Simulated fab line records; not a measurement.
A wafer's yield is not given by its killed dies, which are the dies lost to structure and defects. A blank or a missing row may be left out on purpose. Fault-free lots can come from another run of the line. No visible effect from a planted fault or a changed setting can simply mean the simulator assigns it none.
Split-lot experiment || flow gf180mcu || 23 wafers read from 5 lots, route of 602 steps

## THE SPLIT ITSELF
At GF_V2_CVD_00 (deposits SiO2, target thk 600 nm, time 100 s), the setting sih4_flow_sccm was moved away from the recipe's 60 sccm on 7 of the 23 wafers read, by -8.0% to +14.8%. The other wafers ran this setting at the recipe's value.

The file shows no step between the split and the reading.

## THE READING
Values of V2_CVD_00_THK in nm from GF_V2_THK_MEAS_01. On this fab line, fault-free wafers typically give 601 nm with a standard deviation of 7 nm.

{"wafer": "L076.1", "tool, chamber at the split": "hdpcvd-01, 0", "sih4_flow_sccm as run, sccm": 68.88, "against the recipe": "+14.8%", "V2_CVD_00_THK, nm": 688, "against lot-mates on the recipe": "+77"}
{"wafer": "L076.2", "tool, chamber at the split": "hdpcvd-01, 2", "sih4_flow_sccm as run, sccm": 68.88, "against the recipe": "+14.8%", "V2_CVD_00_THK, nm": 690, "against lot-mates on the recipe": "+79"}
{"wafer": "L076.3", "tool, chamber at the split": "hdpcvd-01, 1", "sih4_flow_sccm as run, sccm": 60, "against the recipe": "recipe", "V2_CVD_00_THK, nm": 611, "against lot-mates on the recipe": "-"}
{"wafer": "L076.4", "tool, chamber at the split": "hdpcvd-01, 2", "sih4_flow_sccm as run, sccm": 68.88, "against the recipe": "+14.8%", "V2_CVD_00_THK, nm": 690, "against lot-mates on the recipe": "+79"}
{"wafer": "L076.5", "tool, chamber at the split": "hdpcvd-01, 1", "sih4_flow_sccm as run, sccm": 60, "against the recipe": "recipe", "V2_CVD_00_THK, nm": 611, "against lot-mates on the recipe": "-"}
{"wafer": "L078.2", "tool, chamber at the split": "hdpcvd-02, 2", "sih4_flow_sccm as run, sccm": 60, "against the recipe": "recipe", "V2_CVD_00_THK, nm": 594, "against lot-mates on the recipe": "-"}
{"wafer": "L078.3", "tool, chamber at the split": "hdpcvd-02, 0", "sih4_flow_sccm as run, sccm": 60, "against the recipe": "recipe", "V2_CVD_00_THK, nm": 595, "against lot-mates on the recipe": "-"}
{"wafer": "L078.4", "tool, chamber at the split": "hdpcvd-02, 0", "sih4_flow_sccm as run, sccm": 60, "against the recipe": "recipe", "V2_CVD_00_THK, nm": 600, "against lot-mates on the recipe": "-"}
{"wafer": "L078.5", "tool, chamber at the split": "hdpcvd-02, 2", "sih4_flow_sccm as run, sccm": 60, "against the recipe": "recipe", "V2_CVD_00_THK, nm": 607, "against lot-mates on the recipe": "-"}
{"wafer": "L078.6", "tool, chamber at the split": "hdpcvd-02, 1", "sih4_flow_sccm as run, sccm": 60, "against the recipe": "recipe", "V2_CVD_00_THK, nm": 599, "against lot-mates on the recipe": "-"}
{"wafer": "L079.1", "tool, chamber at the split": "hdpcvd-01, 1", "sih4_flow_sccm as run, sccm": 60, "against the recipe": "recipe", "V2_CVD_00_THK, nm": 613, "against lot-mates on the recipe": "-"}
{"wafer": "L079.4", "tool, chamber at the split": "hdpcvd-01, 1", "sih4_flow_sccm as run, sccm": 60, "against the recipe": "recipe", "V2_CVD_00_THK, nm": 612, "against lot-mates on the recipe": "-"}
{"wafer": "L079.5", "tool, chamber at the split": "hdpcvd-01, 2", "sih4_flow_sccm as run, sccm": 60, "against the recipe": "recipe", "V2_CVD_00_THK, nm": 608, "against lot-mates on the recipe": "-"}
{"wafer": "L082.1", "tool, chamber at the split": "hdpcvd-02, 0", "sih4_flow_sccm as run, sccm": 60, "against the recipe": "recipe", "V2_CVD_00_THK, nm": 592, "against lot-mates on the recipe": "-"}
{"wafer": "L082.2", "tool, chamber at the split": "hdpcvd-02, 2", "sih4_flow_sccm as run, sccm": 60, "against the recipe": "recipe", "V2_CVD_00_THK, nm": 594, "against lot-mates on the recipe": "-"}
{"wafer": "L082.3", "tool, chamber at the split": "hdpcvd-02, 1", "sih4_flow_sccm as run, sccm": 55.22, "against the recipe": "-8.0%", "V2_CVD_00_THK, nm": 544, "against lot-mates on the recipe": -50}
{"wafer": "L082.5", "tool, chamber at the split": "hdpcvd-02, 1", "sih4_flow_sccm as run, sccm": 55.22, "against the recipe": "-8.0%", "V2_CVD_00_THK, nm": 548, "against lot-mates on the recipe": -46}
{"wafer": "L082.6", "tool, chamber at the split": "hdpcvd-02, 2", "sih4_flow_sccm as run, sccm": 60, "against the recipe": "recipe", "V2_CVD_00_THK, nm": 595, "against lot-mates on the recipe": "-"}
{"wafer": "L084.1", "tool, chamber at the split": "hdpcvd-02, 1", "sih4_flow_sccm as run, sccm": 60, "against the recipe": "recipe", "V2_CVD_00_THK, nm": 597, "against lot-mates on the recipe": "-"}
{"wafer": "L084.2", "tool, chamber at the split": "hdpcvd-02, 2", "sih4_flow_sccm as run, sccm": 60, "against the recipe": "recipe", "V2_CVD_00_THK, nm": 600, "against lot-mates on the recipe": "-"}
{"wafer": "L084.4", "tool, chamber at the split": "hdpcvd-02, 2", "sih4_flow_sccm as run, sccm": 60, "against the recipe": "recipe", "V2_CVD_00_THK, nm": 599, "against lot-mates on the recipe": "-"}
{"wafer": "L084.5", "tool, chamber at the split": "hdpcvd-02, 1", "sih4_flow_sccm as run, sccm": 62.56, "against the recipe": "+4.3%", "V2_CVD_00_THK, nm": 622, "against lot-mates on the recipe": "+23"}
{"wafer": "L084.6", "tool, chamber at the split": "hdpcvd-02, 0", "sih4_flow_sccm as run, sccm": 62.56, "against the recipe": "+4.3%", "V2_CVD_00_THK, nm": 624, "against lot-mates on the recipe": "+25"}

FIT RESULTS
A straight line over all 23 wafers: V2_CVD_00_THK changes by +6.11 nm for each +1% of sih4_flow_sccm; r = +0.98; the points scatter about the line by 6.7 nm.
The same after taking each lot's own level away (the mean of its wafers on the recipe; 23 wafers): +5.44 nm for each +1%; r = +1.00; scatter 3 nm.
On that fit, the largest move of sih4_flow_sccm shifts the reading by 81 nm.
From 593.7 to 611.0 nm: that is the span of the lots' own levels, equal to 2.5 times the standard deviation above.
Thus the slope moves with the lot-to-lot level: the two fits are different.
Check: for one of the wafers moved furthest among these (+14.8%), held out of the fit, the line's prediction against its lot-mates is +81.1 nm. It came out at +77 nm against them.

## OTHER SPLITS ON THESE WAFERS
Other splits were also applied to these wafers ahead of the reading. Each is held against what the fit with the lots' levels taken away leaves over:
{"other split on the same wafers": "GF_V1_CVD_02 time_s", "wafers away from the commonest value": 8, "r with V2_CVD_00_THK (lot level and that fit taken away)": -0.61}
{"other split on the same wafers": "GF_M2_SPUTTER_01 power_w", "wafers away from the commonest value": 7, "r with V2_CVD_00_THK (lot level and that fit taken away)": "+0.04"}

## THE WHOLE CHAIN: every reading that the file lists as answering this split, in the file's order
{"step": "GF_V2_CVD_00", "what it does": "deposits SiO2, target thk 600 nm, time 100 s", "reading": "SiO2_of_V2_CVD_00.thk_nm (the simulator's own value, which no gauge read)", "change (the file's fit)": "+5.47 nm for each +1% of the setting", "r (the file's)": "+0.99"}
{"step": "GF_V2_THK_MEAS_01", "what it does": "", "reading": "V2_CVD_00_THK", "change (the file's fit)": "+5.47 for each +1% of the setting", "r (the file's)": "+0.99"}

## THE FILE'S OWN FIT
V2_CVD_00_THK changes by +5.47 nm for each +1% of sih4_flow_sccm, r = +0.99.
